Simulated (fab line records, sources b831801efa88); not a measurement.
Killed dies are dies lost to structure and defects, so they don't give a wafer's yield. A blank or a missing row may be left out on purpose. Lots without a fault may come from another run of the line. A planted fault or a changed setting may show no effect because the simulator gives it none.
Which tool did it? | flow sky130 | 12 lots, 36 wafers sampled, at 5 steps of a route of 708

WHAT THE GAUGES READ, wafer by wafer
SKY_GATE_OXIDE_TW_MEAS_14. Usual: GATE_OXIDE_TW 224.8, standard deviation 1.
lot  | measured     | on            | GATE_OXIDE_TW     | flag
L941 | day 14 01:37 | film_metro-03 | 225.0 226.8 226.0 |
L943 | day 14 21:43 | film_metro-01 | 222.0 225.5 223.9 |
L944 | day 15 03:52 | film_metro-04 | 224.8 226.8 225.5 |
L946 | day 15 23:18 | film_metro-04 | 224.9 224.1 225.9 |
L947 | day 16 03:45 | film_metro-03 | 223.0 224.2 224.4 |
L949 | day 17 23:35 | film_metro-04 | 199.7 200.0 200.8 | OFF
L952 | day 18 14:23 | film_metro-03 | 224.0 224.5 226.0 |
L953 | day 18 13:49 | film_metro-04 | 200.5 199.7 200.4 | OFF
L961 | day 21 09:58 | film_metro-01 | 223.4 224.5 225.0 |
L962 | day 21 19:08 | film_metro-04 | 225.5 225.0 226.2 |
L963 | day 21 23:28 | film_metro-01 | 223.9 223.8 223.2 |
L964 | day 22 08:04 | film_metro-04 | 225.3 226.1 226.0 |

SKY_CONTACT_RS_MEAS_25: measures by four-point-probe. Usual: CONTACT_W_RS 0.339 ohm/sq, standard deviation 0.0035.
lot  | measured     | on            | CONTACT_W_RS (ohm/sq) | flag
L941 | day 32 07:32 | film_metro-02 | 0.337 0.340 0.339     |
L943 | day 32 21:50 | film_metro-03 | 0.337 0.341 0.337     |
L944 | day 33 02:50 | film_metro-02 | 0.337 0.336 0.341     |
L946 | day 33 21:56 | film_metro-03 | 0.341 0.339 0.336     |
L947 | day 34 05:43 | film_metro-02 | 0.333 0.332 0.338     |
L949 | day 35 17:13 | film_metro-02 | 0.337 0.335 0.331     |
L952 | day 36 06:34 | film_metro-01 | 0.344 0.343 0.342     |
L953 | day 36 06:05 | film_metro-02 | 0.336 0.337 0.337     |
L961 | day 38 12:59 | film_metro-01 | 0.339 0.338 0.341     |
L962 | day 38 19:10 | film_metro-01 | 0.352 0.342 0.344     |
L963 | day 38 23:57 | film_metro-02 | 0.349 0.337 0.348     |
L964 | day 39 06:43 | film_metro-03 | 0.340 0.336 0.337     |

SKY_CONTACT_THK_MEAS_26: measures by xrf. Usual: CONTACT_W_THK 332 nm, standard deviation 4.5.
lot  | measured     | on            | CONTACT_W_THK (nm) | flag
L941 | day 32 07:40 | film_metro-02 | 337 333 335        |
L943 | day 32 21:57 | film_metro-03 | 335 331 334        |
L944 | day 33 02:58 | film_metro-02 | 335 337 332        |
L946 | day 33 22:02 | film_metro-03 | 329 327 334        |
L947 | day 34 05:49 | film_metro-02 | 339 341 333        |
L949 | day 35 17:20 | film_metro-02 | 335 337 341        |
L952 | day 36 06:41 | film_metro-01 | 327 330 329        |
L953 | day 36 06:12 | film_metro-02 | 342 340 340        |
L961 | day 38 13:07 | film_metro-01 | 329 332 331        |
L962 | day 38 19:17 | film_metro-01 | 318 324 325        |
L963 | day 39 00:04 | film_metro-02 | 325 336 327        |
L964 | day 39 06:50 | film_metro-03 | 329 334 335        |

WHICH TOOL RAN EACH LOT (tool, then ch and the chambers of the sampled wafers, then the start)
lot  | SKY_DNWELL_STRIP_08                 | SKY_GATE_OXIDE_IMPLANT_11
L941 | plasma_asher-02 ch 1, day 3 07:30   | implanter-04 ch 0, day 14 01:16
L943 | plasma_asher-04 ch 0,1, day 3 17:37 | implanter-04 ch 0, day 14 21:23
L944 | plasma_asher-02 ch 0,1, day 3 21:41 | implanter-02 ch 0, day 15 03:31
L946 | plasma_asher-04 ch 0,1, day 4 09:07 | implanter-04 ch 0, day 15 22:58
L947 | plasma_asher-03 ch 0,1, day 4 14:13 | implanter-04 ch 0, day 16 03:26
L949 | plasma_asher-04 ch 0,1, day 5 14:28 | implanter-04 ch 0, day 17 23:14
L952 | plasma_asher-03 ch 0,1, day 5 21:40 | implanter-02 ch 0, day 18 14:02
L953 | plasma_asher-04 ch 0,1, day 5 22:03 | implanter-04 ch 0, day 18 13:28
L961 | plasma_asher-02 ch 0,1, day 7 18:38 | implanter-02 ch 0, day 21 09:37
L962 | plasma_asher-03 ch 0,1, day 8 01:02 | implanter-01 ch 0, day 21 18:47
L963 | plasma_asher-03 ch 0,1, day 8 03:14 | implanter-02 ch 0, day 21 23:08
L964 | plasma_asher-03 ch 0,1, day 8 10:54 | implanter-01 ch 0, day 22 07:43
- SKY_DNWELL_STRIP_08: strips in O2/N2.
- SKY_GATE_OXIDE_IMPLANT_11

WHAT THE TOOLS THEMSELVES READ (means of the sampled wafers that have a number; where no wafer has one, the mark that the record gives instead)
SKY_DNWELL_STRIP_08. Usual: drypump_motor_current_A 6.0 A, standard deviation 0.41; oes_product_au 0.723 a.u., standard deviation 0.0049; strip_time_to_endpoint_s 36.88 s, standard deviation 0.1.
lot  | tool            | drypump_motor_current_A (A) | oes_product_au (a.u.) | strip_time_to_endpoint_s (s) | flag
L941 | plasma_asher-02 | 6.6                         | 0.726                 | 36.77                        |
L943 | plasma_asher-04 | 6.3                         | 0.725                 | 36.94                        |
L944 | plasma_asher-02 | 5.6                         | 0.723                 | 36.93                        |
L946 | plasma_asher-04 | 6.2                         | 0.724                 | 36.82                        |
L947 | plasma_asher-03 | 5.9                         | 0.722                 | 36.97                        |
L949 | plasma_asher-04 | 6.2                         | 0.723                 | 36.90                        |
L952 | plasma_asher-03 | 5.9                         | 0.722                 | 36.82                        |
L953 | plasma_asher-04 | 6.2                         | 0.725                 | 36.82                        |
L961 | plasma_asher-02 | 5.6                         | 0.726                 | 36.84                        |
L962 | plasma_asher-03 | 5.9                         | 0.720                 | 36.88                        |
L963 | plasma_asher-03 | 6.0                         | 0.729                 | 36.75                        |
L964 | plasma_asher-03 | 5.8                         | 0.718                 | 36.82                        |

SKY_GATE_OXIDE_IMPLANT_11. Usual: dose_ions_cm2 2.5995e+12, standard deviation 2.8e+09; faraday_current_uA 14.72, standard deviation 0.27.
lot  | tool         | dose_ions_cm2 | faraday_current_uA | flag
L941 | implanter-04 | 2.5978e+12    | 14.47              |
L943 | implanter-04 | 2.5980e+12    | 14.87              |
L944 | implanter-02 | 2.5986e+12    | 14.82              |
L946 | implanter-04 | 2.6000e+12    | 14.66              |
L947 | implanter-04 | 2.6010e+12    | 14.54              |
L949 | implanter-04 | 1.7138e+12    | 9.77               | OFF
L952 | implanter-02 | 2.6014e+12    | 14.80              |
L953 | implanter-04 | 1.7132e+12    | 9.84               | OFF
L961 | implanter-02 | 2.5978e+12    | 14.81              |
L962 | implanter-01 | 2.6002e+12    | 14.81              |
L963 | implanter-02 | 2.5993e+12    | 14.83              |
L964 | implanter-01 | 2.6000e+12    | 14.90              |

THE ANSWER, worked out from the rows above alone
Rule: a lot is off if the mean of its wafers that have a number lies more than 3 standard deviations from the usual mean. A lot without any number at a reading at which 4 lots or more have one is off too. The other lots that the step has rows for count as sound. The gauges are gone through in route order, then the tools' own readings, and for those a lot's mean is taken as printed above. The first step at which some lot is off is used, and at that step the reading that is off furthest; a lot without a number counts as furthest.
Off: L949, L953, at SKY_GATE_OXIDE_TW_MEAS_14 (GATE_OXIDE_TW).
A tool fits if, at a process step before that reading, it ran every lot that is off, and no sound lot after the first of them. The gauges at SKY_GATE_OXIDE_TW_MEAS_14 aren't tried: what is off there is off at SKY_GATE_OXIDE_IMPLANT_11 too, on other tools, and a gauge's error can't cause that. Can't be told from this: 2 tools fit, plasma_asher-04 at SKY_DNWELL_STRIP_08, implanter-04 at SKY_GATE_OXIDE_IMPLANT_11.

WHAT THE SIMULATOR HAD PUT IN
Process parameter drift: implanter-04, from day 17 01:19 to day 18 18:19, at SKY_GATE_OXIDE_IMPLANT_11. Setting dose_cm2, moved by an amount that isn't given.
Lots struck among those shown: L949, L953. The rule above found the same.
